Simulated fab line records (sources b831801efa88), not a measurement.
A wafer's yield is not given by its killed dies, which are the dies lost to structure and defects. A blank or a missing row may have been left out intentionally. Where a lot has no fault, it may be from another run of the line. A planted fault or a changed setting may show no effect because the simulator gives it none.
The tool behind it: which one? ; flow sfq line ; 42 wafers from 15 lots sampled at 5 of the route's 325 steps

WHAT THE GAUGES READ, wafer by wafer
SFQ_JJ_RS_MEAS_929: the measuring method here is four-point-probe.
lot;measured;on;JJ_NB_RS (ohm/sq)
L963;day 50 19:22;film metro-01;1.059 1.062 1.051
L964;day 50 21:47;film metro-03;1.064 1.065 1.073
L965;day 55 11:43;film metro-01;1.065 1.068 1.070
L966;day 55 12:56;film metro-04;1.039 1.052 1.059
L967;day 55 16:30;film metro-01;1.066 1.062 1.054
L968;day 56 15:18;film metro-04;1.043 1.050 1.035
L969;day 56 17:42;film metro-01;1.059 1.044 1.058
L970;day 61 18:07;film metro-03;1.041 1.058 1.036
L971;day 62 05:29;film metro-01;1.040 1.056 1.053
L972;day 62 06:32;film metro-03;1.044 1.068 1.049
L973;day 62 15:42;film metro-01;1.049 1.047 1.050
L980;day 63 08:55;film metro-01;0.574 1.038
L981;day 63 13:42;film metro-04;0.577 0.572
L982;day 63 18:31;film metro-01;1.052 0.577
L984;day 63 23:17;film metro-01;1.043 1.073 1.041

SFQ_I7_OVL_MEAS_947.
lot;measured;on;I7_OVL (nm)
L963;day 72 15:45;overlay-01;3 3 -11
L964;day 73 01:28;overlay-02;8 -1 6
L965;day 76 13:06;overlay-01;-3 -5 -4
L966;day 76 15:59;overlay-02;-7 3 12
L967;day 76 18:58;overlay-02;3 6 7
L968;day 77 05:14;overlay-02;3 1 2
L969;day 77 10:04;overlay-02;3 -1 -3
L970;day 77 12:22;overlay-01;14 3 10
L971;day 77 16:33;overlay-01;6 1 3
L972;day 77 23:16;overlay-01;-8 1 -1
L973;day 78 01:40;overlay-01;1 -8 0
L980;day 88 19:22;overlay-02;1 1
L981;day 88 21:02;overlay-02;4 4
L982;day 89 20:46;overlay-02;-1 6
L984;day 92 16:27;overlay-02;1 4 -1

WHAT TOOL EACH LOT RAN ON (gives the tool, then ch and the chambers of the sampled wafers, and finally the start)
lot;SFQ_TRILAYER_I4_VIA_BARC_OPEN_VIA_ETCH_146;SFQ_TRILAYER_JJ_TRILAYER_DEP_SPUTTER_112;SFQ_TRILAYER_I7_DEP_PECVD_183
L963;rie diel-04 ch 0,2, day 50 17:14;pvd sputter-04, day 50 19:17;pecvd-04 ch 0,1, day 67 17:18
L964;rie diel-02 ch 0,1,3, day 50 19:38;pvd sputter-05, day 50 21:41;pecvd-04 ch 1,2, day 69 17:16
L965;rie diel-02 ch 0,3, day 55 09:34;pvd sputter-05, day 55 11:37;pecvd-04 ch 0,2, day 76 06:20
L966;rie diel-01 ch 2,3, day 55 10:46;pvd sputter-04, day 55 12:49;pecvd-03 ch 0,2, day 76 07:39
L967;rie diel-01 ch 0,1,2, day 55 14:22;pvd sputter-05, day 55 16:25;pecvd-02 ch 0,1,2, day 76 08:51
L968;rie diel-04 ch 0,2,3, day 56 13:10;pvd sputter-04, day 56 15:13;pecvd-04 ch 0,1,2, day 76 21:50
L969;rie diel-04 ch 0,1,3, day 56 15:34;pvd sputter-05, day 56 17:37;pecvd-03 ch 0,2, day 77 02:43
L970;rie diel-01 ch 1,2,3, day 61 15:59;pvd sputter-03, day 61 18:02;pecvd-03 ch 0,1,2, day 77 05:02
L971;rie diel-01 ch 0,2,3, day 62 03:10;pvd sputter-03, day 62 05:25;pecvd-03 ch 0,2, day 77 09:52
L972;rie diel-04 ch 0,2,3, day 62 04:22;pvd sputter-05, day 62 06:25;pecvd-02 ch 1,2, day 77 15:51
L973;rie diel-01 ch 1,2, day 62 13:31;pvd sputter-03, day 62 15:34;pecvd-04 ch 0,1,2, day 77 18:45
L980;rie diel-02 ch 0,3, day 63 06:44;pvd sputter-03, day 63 08:48;pecvd-04 ch 0,2, day 88 12:42
L981;rie diel-02 ch 1,3, day 63 11:32;pvd sputter-03, day 63 13:35;pecvd-03 ch 0,1, day 88 13:54
L982;rie diel-01 ch 0,3, day 63 16:21;pvd sputter-03, day 63 18:23;pecvd-04 ch 0,2, day 89 13:44
L984;rie diel-04 ch 0,2,3, day 63 21:08;pvd sputter-05, day 63 23:11;pecvd-04 ch 0,1, day 92 09:48
- SFQ_TRILAYER_I4_VIA_BARC_OPEN_VIA_ETCH_146: etches BARC in O2, target depth 125 nm, time 41.7 s.
- SFQ_TRILAYER_JJ_TRILAYER_DEP_SPUTTER_112: material Nb, target thk 170 nm, time 113.3 s.
- SFQ_TRILAYER_I7_DEP_PECVD_183: deposits SiO2 from SiH4/N2O, time 111.11 s, target thk 500 nm.

WHAT THE TOOLS THEMSELVES READ (means of the sampled wafers that have a number; where no wafer has one, the mark that the record gives instead)
SFQ_TRILAYER_I4_VIA_BARC_OPEN_VIA_ETCH_146.
lot;tool;drypump motor current A (A);oes product au (a.u.)
L963;rie diel-04;5.4;0.688
L964;rie diel-02;5.5;0.690
L965;rie diel-02;5.7;0.683
L966;rie diel-01;6.3;0.688
L967;rie diel-01;6.0;0.683
L968;rie diel-04;5.7;0.683
L969;rie diel-04;5.7;0.687
L970;rie diel-01;5.9;0.689
L971;rie diel-01;5.9;0.685
L972;rie diel-04;5.7;0.681
L973;rie diel-01;6.4;0.682
L980;rie diel-02;5.7;0.685
L981;rie diel-02;5.4;0.688
L982;rie diel-01;5.5;0.688
L984;rie diel-04;5.7;0.682

SFQ_TRILAYER_JJ_TRILAYER_DEP_SPUTTER_112.
lot;tool;base pressure pa (Pa);throttle valve pct (%)
L963;pvd sputter-04;1.30e-06;30.2
L964;pvd sputter-05;1.24e-06;30.0
L965;pvd sputter-05;1.41e-06;29.6
L966;pvd sputter-04;1.39e-06;30.6
L967;pvd sputter-05;1.37e-06;29.9
L968;pvd sputter-04;1.27e-06;30.4
L969;pvd sputter-05;1.40e-06;29.7
L970;pvd sputter-03;1.34e-06;29.8
L971;pvd sputter-03;1.42e-06;30.1
L972;pvd sputter-05;1.35e-06;29.8
L973;pvd sputter-03;1.29e-06;29.5
L980;pvd sputter-03;1.37e-06;30.1
L981;pvd sputter-03;1.36e-06;30.1
L982;pvd sputter-03;1.33e-06;30.2
L984;pvd sputter-05;1.41e-06;29.6

SFQ_TRILAYER_I7_DEP_PECVD_183.
lot;tool;heater power w (W);throttle valve pct (%)
L963;pecvd-04;63;25.2
L964;pecvd-04;70;24.1
L965;pecvd-04;69;24.0
L966;pecvd-03;89;23.3
L967;pecvd-02;74;25.0
L968;pecvd-04;68;24.7
L969;pecvd-03;104;22.4
L970;pecvd-03;98;23.1
L971;pecvd-03;85;23.3
L972;pecvd-02;81;24.9
L973;pecvd-04;72;24.6
L980;pecvd-04;68;22.6
L981;pecvd-03;98;23.1
L982;pecvd-04;77;22.9
L984;pecvd-04;65;23.5

THE ANSWER, worked out from the rows above alone
Rule: the lots themselves supply what counts as usual. Put in order of their means at a reading, lots are off if they are a third of the lots or fewer, leave a main group of 4 or more, and stand apart from it by a gap of 3 or more times the standard deviation of the main group's means; of several such gaps the widest counts. Not used: any main group whose means are identical at the precision the tables above print for the reading. A lot without any number at a reading at which 4 lots or more have one is off too. Any other lot the step has rows for is counted as sound. Order of review: gauges by route order, followed by the tools' own readings, for which a lot's mean as printed above is used. The first step at which some lot is off is used, and at that step the reading that is off furthest; a lot without a number counts as furthest.
Off: L980, L981, L982, at SFQ_JJ_RS_MEAS_929 (JJ_NB_RS). The main group: mean 1.054 ohm/sq, standard deviation 0.0076.
A tool fits if, at a process step before that reading, it ran every lot that is off, and no sound lot after the first of them. Those tools and the gauges at SFQ_JJ_RS_MEAS_929 are tried in the same way. One fits: SFQ_TRILAYER_JJ_TRILAYER_DEP_SPUTTER_112 on pvd sputter-03. A fault onset in the window from L973 (day 62 15:34, its last sound lot) to L980 (day 63 08:48, its first lot off) fits.

WHAT THE SIMULATOR PUT IN
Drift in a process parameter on pvd sputter-03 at SFQ_TRILAYER_JJ_TRILAYER_DEP_SPUTTER_112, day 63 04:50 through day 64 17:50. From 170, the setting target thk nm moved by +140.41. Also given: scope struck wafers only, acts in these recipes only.
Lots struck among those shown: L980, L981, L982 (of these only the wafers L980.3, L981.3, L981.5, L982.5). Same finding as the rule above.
